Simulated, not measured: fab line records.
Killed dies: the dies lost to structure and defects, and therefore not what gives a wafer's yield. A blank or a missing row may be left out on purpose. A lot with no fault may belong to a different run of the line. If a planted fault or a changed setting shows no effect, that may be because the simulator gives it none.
Chamber matching	flow sky130	4 sister chambers for SKY_VIA1_CMP_24 on cmp-01
The step polishes, stops on SiO2, t overpolish 15 s, target thk 0 nm. 4 wafers are shown with their chamber, then 9 later ones without.

== WAFERS PAIRED WITH THEIR CHAMBERS ==
wafer	chamber	motor_current_A (A)
L080.6	2	11.7
L083.2	1	11.4
L083.3	0	10.4
L083.4	3	11.3

== WAFERS WITH NO CHAMBER GIVEN ==
wafer	motor_current_A (A)
L088.3	11.7
L088.5	11.2
L088.6	10.8
L089.2	11.6
L089.3	11.3
L089.6	10.9
L090.2	11.2
L090.4	11.6
L090.5	11.1

== WHICH CHAMBER EACH WENT THROUGH ==
wafer	from the rows above	in truth
L088.3	can't be placed: 2 or 1 or 3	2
L088.5	can't be placed: 3 or 1 or 2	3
L088.6	can't be placed: 0 or 3 or 1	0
L089.2	can't be placed: 2 or 1 or 3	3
L089.3	can't be placed: 3 or 1 or 2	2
L089.6	can't be placed: 3 or 0 or 1 or 2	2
L090.2	can't be placed: 3 or 1 or 2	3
L090.4	can't be placed: 2 or 1 or 3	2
L090.5	can't be placed: 3 or 1 or 2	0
Correct placement for 0 of the 9. These rows do not allow placing 9 (true chamber among the candidates in 8). Number placed wrongly: 0.
How it was worked out, from the rows above alone: a wafer's distance from a chamber is the root of the sum, over the readings, of the square of ((its reading less the chamber's mean) divided by the reading's scatter). If the next closest chamber is less than 2 further off than the closest, the wafer can't be placed; otherwise it belongs to the closest. A chamber's mean is the mean of its shown wafers. The scatter: with one shown wafer a chamber, the root of the mean of the squares of how far each hidden wafer lies from its nearest shown one.
